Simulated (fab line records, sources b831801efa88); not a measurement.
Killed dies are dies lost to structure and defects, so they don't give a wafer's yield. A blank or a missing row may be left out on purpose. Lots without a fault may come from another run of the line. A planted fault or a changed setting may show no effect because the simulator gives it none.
A struck lot beside a sound one | flow sky130 | 15 steps out of a route of 708
Sound: wafers L791.3, L791.4, L791.5. Struck: wafers L793.1, L793.3, L793.6. The cause comes at the end.
At each step with rows: each side's tool, then ch and its chambers, then its first start. Under that, the readings that differ: sound wafers | struck wafers | difference of the means | sigmas: that difference in standard deviations of wafers without a fault.
alike: readings whose means differ by less than 2 such deviations, and words and numbers that are the same on both sides. not compared: withheld readings, readings that some wafer has no value for, bounds like >300 that may hide the same value, and numbers for which the record gives no deviation and whose values overlap.
The two part at a step that has a row with sigmas, a row that says differs or no value, or rows on one side only. Numbers that don't overlap but have no deviation are shown without sigmas and don't part them. A reading that every wafer of one side lacks parts them only if that side has two wafers or more.

SKY_VIA2_STRIP_16: strips in O2/N2.
  sound on plasma_asher-03 ch 0,1, day 36 14:31; struck on plasma_asher-03 ch 0,1, day 37 07:26
  alike: drypump_motor_current_A, oes_product_au, strip_time_to_endpoint_s
  not compared: rf_hours_counter_h
then, 3 steps without rows for these wafers: SKY_VIA2_STRIP_17 (strips in post etch residue remover, time 1200 s); SKY_VIA2_CLEAN_18 (cleans in IPA, time 180 s); SKY_VIA2_CLEAN_19 (cleans in O3/DIW).
SKY_VIA2_SPUTTER_20: material TiN, target thk 20 nm, time 80 s.
  sound on pvd_sputter-03, day 36 15:07; struck on pvd_sputter-03, day 37 08:04
  alike: cathode_dc_power_W, chamber_pressure_pa, throttle_valve_pct
then, 1 step without rows for these wafers: SKY_VIA2_CVD_21 (deposits W, target thk 420 nm, time 126.4 s).
SKY_VIA2_RS_MEAS_22: measures by four-point-probe.
  sound on film_metro-03, day 36 15:20; struck on film_metro-04, day 37 08:15
  alike: VIA2_W_RS
SKY_VIA2_THK_MEAS_23: measures by xrf.
  sound on film_metro-03, day 36 15:26; struck on film_metro-04, day 37 08:22
  alike: VIA2_W_THK
SKY_VIA2_CMP_24: polishes, stops on SiO2, t overpolish 20 s, target thk 0 nm.
  sound on cmp-01 ch 0,2,3, day 36 15:35; struck on cmp-02 ch 1,2, day 37 08:26
  reading                | sound       | struck   | difference | sigmas
  time_to_endpoint_s (s) | 107 110 104 | 89 91 88 | -18        | -4
  alike: motor_current_A, overpolish_run_s, retaining_ring_pressure_frac
then, 1 step without rows for these wafers: SKY_METAL3_SPUTTER_00 (material Ti, target thk 15 nm, time 10 s).
SKY_METAL3_SPUTTER_01: material TiN, target thk 20 nm, time 16.7 s.
  sound on pvd_sputter-02, day 36 15:48; struck on pvd_sputter-01, day 37 08:45
  reading                | sound          | struck         | difference | sigmas
  throttle_valve_pct (%) | 29.3 28.5 28.6 | 29.6 32.7 32.4 | +2.8       | +2
  alike: cathode_dc_power_W, chamber_pressure_pa
SKY_METAL3_SPUTTER_02: material AlCu, target thk 735 nm, time 39.1 s.
  sound on pvd_sputter-02, day 36 15:50; struck on pvd_sputter-01, day 37 08:47
  alike: cathode_dc_power_W, chamber_pressure_pa, throttle_valve_pct
SKY_METAL3_SPUTTER_03: material Ti, target thk 5 nm, time 3.3 s.
  sound on pvd_sputter-02, day 36 15:52; struck on pvd_sputter-01, day 37 08:49
  reading                                   | sound             | struck           | difference | sigmas
  model.Ti_of_METAL3_SPUTTER_03.thk_nm (nm) | 5.214 5.117 5.128 | 5.903 5.61 5.728 | +0.594     |
  alike: cathode_dc_power_W, chamber_pressure_pa, throttle_valve_pct
then, 1 step without rows for these wafers: SKY_METAL3_SPUTTER_04 (material TiN, target thk 70 nm, time 58.3 s).
SKY_PAD_OPEN_PROBE_99:
  the record has rows for the sound wafers here (prober-01, day 45 22:01) and none for the struck ones

WHERE THEY PART
First at SKY_VIA2_CMP_24; last, within this record, at SKY_PAD_OPEN_PROBE_99.

WHY: what the simulator had put in
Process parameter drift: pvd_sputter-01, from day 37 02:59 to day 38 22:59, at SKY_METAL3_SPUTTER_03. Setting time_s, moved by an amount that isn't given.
